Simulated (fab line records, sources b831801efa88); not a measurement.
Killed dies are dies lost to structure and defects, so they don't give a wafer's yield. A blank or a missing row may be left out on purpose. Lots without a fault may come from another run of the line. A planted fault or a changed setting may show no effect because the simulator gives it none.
Which tool did it? | flow gf180mcu | 14 lots, 42 wafers sampled, at 5 steps of a route of 602

WHAT THE GAUGES READ, wafer by wafer
GF_HV_LDD_RS_MEAS_53: measures by four-point-probe.
lot  | measured     | on            | HV_LDD_RS (ohm/sq)
L969 | day 12 13:16 | film_metro-03 | 416.2 416.9 419.4
L970 | day 12 20:29 | film_metro-01 | 418.7 419.2 418.4
L972 | day 13 13:58 | film_metro-01 | 418.4 418.4 418.3
L975 | day 14 21:07 | film_metro-01 | 418.6 418.6 418.5
L976 | day 15 02:17 | film_metro-04 | 418.6 419.1 418.7
L977 | day 15 07:47 | film_metro-03 | 417.8 418.8 419.7
L978 | day 15 22:31 | film_metro-04 | 418.3 417.7 418.6
L979 | day 16 13:13 | film_metro-03 | 418.1 417.3 417.9
L980 | day 17 01:50 | film_metro-01 | 417.5 419.2 418.8
L985 | day 18 12:53 | film_metro-04 | 417.3 417.1 417.3
L988 | day 19 02:19 | film_metro-04 | 418.1 417.4 416.8
L989 | day 19 07:40 | film_metro-04 | 420.2 419.8 419.4
L990 | day 19 17:52 | film_metro-03 | 418.2 416.9 417.8
L991 | day 20 00:29 | film_metro-03 | 419.6 420.0 419.2

GF_SAB_THK_MEAS_01.
lot  | measured     | on            | SAB_CVD_00_THK (nm)
L969 | day 14 09:31 | film_metro-02 | 49.7 50.1 50.2
L970 | day 14 18:39 | film_metro-03 | 49.8 50.3 50.3
L972 | day 15 12:55 | film_metro-03 | 49.8 50.2 50.7
L975 | day 16 21:02 | film_metro-04 | 49.6 50.3 50.2
L976 | day 17 02:38 | film_metro-04 | 50.4 50.8 51.1
L977 | day 17 08:20 | film_metro-02 | 50.4 50.2 50.6
L978 | day 17 23:21 | film_metro-02 | 49.8 50.1 50.7
L979 | day 18 16:13 | film_metro-04 | 49.4 49.9 50.6
L980 | day 19 04:41 | film_metro-03 | 50.7 51.1 50.6
L985 | day 20 15:49 | film_metro-02 | 16.0 15.7 16.2
L988 | day 21 05:25 | film_metro-04 | 15.1 15.2 15.2
L989 | day 21 11:07 | film_metro-03 | 49.4 50.2 49.4
L990 | day 21 21:26 | film_metro-03 | 49.9 50.3 50.4
L991 | day 22 02:44 | film_metro-02 | 49.9 50.9 49.3

GF_SALICIDE_RS_MEAS_04: measures by four-point-probe.
lot  | measured     | on            | SALICIDE_TIN_RS (ohm/sq)
L969 | day 15 07:07 | film_metro-01 | 16.1 16.5 16.1
L970 | day 15 17:03 | film_metro-01 | 16.9 16.0 16.8
L972 | day 16 11:59 | film_metro-02 | 16.3 16.3 16.0
L975 | day 17 20:43 | film_metro-01 | 16.8 16.5 16.6
L976 | day 18 02:16 | film_metro-02 | 16.1 16.1 16.4
L977 | day 18 08:32 | film_metro-02 | 17.0 16.4 16.7
L978 | day 18 23:39 | film_metro-02 | 16.7 16.5 16.4
L979 | day 19 16:17 | film_metro-01 | 16.6 16.0 16.6
L980 | day 20 04:40 | film_metro-01 | 16.1 16.1 16.7
L985 | day 21 15:39 | film_metro-02 | 15.7 15.9 16.0
L988 | day 22 05:28 | film_metro-02 | 16.6 16.7 16.5
L989 | day 22 10:41 | film_metro-02 | 16.6 16.4 16.5
L990 | day 22 21:11 | film_metro-02 | 16.1 16.0 16.0
L991 | day 23 02:45 | film_metro-03 | 16.0 15.9 15.7

WHICH TOOL RAN EACH LOT (tool, then ch and the chambers of the sampled wafers, then the start)
lot  | GF_SAB_CVD_00                   | GF_SALICIDE_SPUTTER_03
L969 | pecvd-04 ch 0,1,2, day 14 09:30 | pvd_sputter-04, day 15 07:04
L970 | pecvd-02 ch 0,1,2, day 14 18:38 | pvd_sputter-03, day 15 17:02
L972 | pecvd-02 ch 1,2, day 15 12:53   | pvd_sputter-04, day 16 11:56
L975 | pecvd-04 ch 1,2, day 16 21:00   | pvd_sputter-04, day 17 20:41
L976 | pecvd-03 ch 0,1,2, day 17 02:35 | pvd_sputter-04, day 18 02:11
L977 | pecvd-04 ch 0,1,2, day 17 08:17 | pvd_sputter-03, day 18 08:26
L978 | pecvd-03 ch 0,2, day 17 23:20   | pvd_sputter-04, day 18 23:38
L979 | pecvd-03 ch 0,1,2, day 18 16:11 | pvd_sputter-02, day 19 16:16
L980 | pecvd-03 ch 0,1,2, day 19 04:38 | pvd_sputter-02, day 20 04:35
L985 | pecvd-04 ch 0,1,2, day 20 15:47 | pvd_sputter-04, day 21 15:35
L988 | pecvd-04 ch 0,1,2, day 21 05:23 | pvd_sputter-03, day 22 05:26
L989 | pecvd-02 ch 0,1,2, day 21 11:05 | pvd_sputter-03, day 22 10:38
L990 | pecvd-03 ch 1,2, day 21 21:23   | pvd_sputter-04, day 22 21:07
L991 | pecvd-02 ch 0,1,2, day 22 02:41 | pvd_sputter-04, day 23 02:41
- GF_SAB_CVD_00: deposits SiO2 from TEOS, target thk 50 nm, time 4.9302 s.
- GF_SALICIDE_SPUTTER_03: material TiN, target thk 20 nm, time 16.7 s.

WHAT THE TOOLS THEMSELVES READ (means of the sampled wafers that have a number; where no wafer has one, the mark that the record gives instead)
GF_SAB_CVD_00.
lot  | tool     | heater_power_w (W)
L969 | pecvd-04 | 616
L970 | pecvd-02 | 722
L972 | pecvd-02 | 728
L975 | pecvd-04 | 689
L976 | pecvd-03 | 698
L977 | pecvd-04 | 608
L978 | pecvd-03 | 583
L979 | pecvd-03 | 737
L980 | pecvd-03 | 716
L985 | pecvd-04 | 630
L988 | pecvd-04 | 592
L989 | pecvd-02 | 645
L990 | pecvd-03 | 741
L991 | pecvd-02 | 665

GF_SALICIDE_SPUTTER_03.
lot  | tool           | throttle_valve_pct (%)
L969 | pvd_sputter-04 | 29.9
L970 | pvd_sputter-03 | 30.3
L972 | pvd_sputter-04 | 30.4
L975 | pvd_sputter-04 | 30.7
L976 | pvd_sputter-04 | 30.2
L977 | pvd_sputter-03 | 29.4
L978 | pvd_sputter-04 | 30.8
L979 | pvd_sputter-02 | 29.9
L980 | pvd_sputter-02 | 30.8
L985 | pvd_sputter-04 | 30.4
L988 | pvd_sputter-03 | 29.3
L989 | pvd_sputter-03 | 29.4
L990 | pvd_sputter-04 | 30.0
L991 | pvd_sputter-04 | 29.4

THE ANSWER, worked out from the rows above alone
Rule: what is usual is taken from the lots themselves. Put in order of their means at a reading, lots are off if they are a third of the lots or fewer, leave a main group of 4 or more, and stand apart from it by a gap of 3 or more times the standard deviation of the main group's means; of several such gaps the widest counts. A main group whose means are all the same, to the digits that the tables above print for the reading, isn't used. A lot without any number at a reading at which 4 lots or more have one is off too. The other lots that the step has rows for count as sound. The gauges are gone through in route order, then the tools' own readings, and for those a lot's mean is taken as printed above. The first step at which some lot is off is used, and at that step the reading that is off furthest; a lot without a number counts as furthest.
Off: L985, L988, at GF_SAB_THK_MEAS_01 (SAB_CVD_00_THK). The main group: mean 50.2 nm, standard deviation 0.31.
A tool fits if, at a process step before that reading, it ran every lot that is off, and no sound lot after the first of them. The gauges at GF_SAB_THK_MEAS_01 are tried like those tools. One fits: pecvd-04 at GF_SAB_CVD_00. Its last sound lot is L977 (day 17 08:17), its first lot that is off L985 (day 20 15:47): a fault that began between those two fits.

WHAT THE SIMULATOR HAD PUT IN
Process parameter drift: pecvd-04, from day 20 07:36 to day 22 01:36, at GF_SAB_CVD_00. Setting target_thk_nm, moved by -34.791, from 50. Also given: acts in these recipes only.
Lots struck among those shown: L985, L988. The rule above found the same.
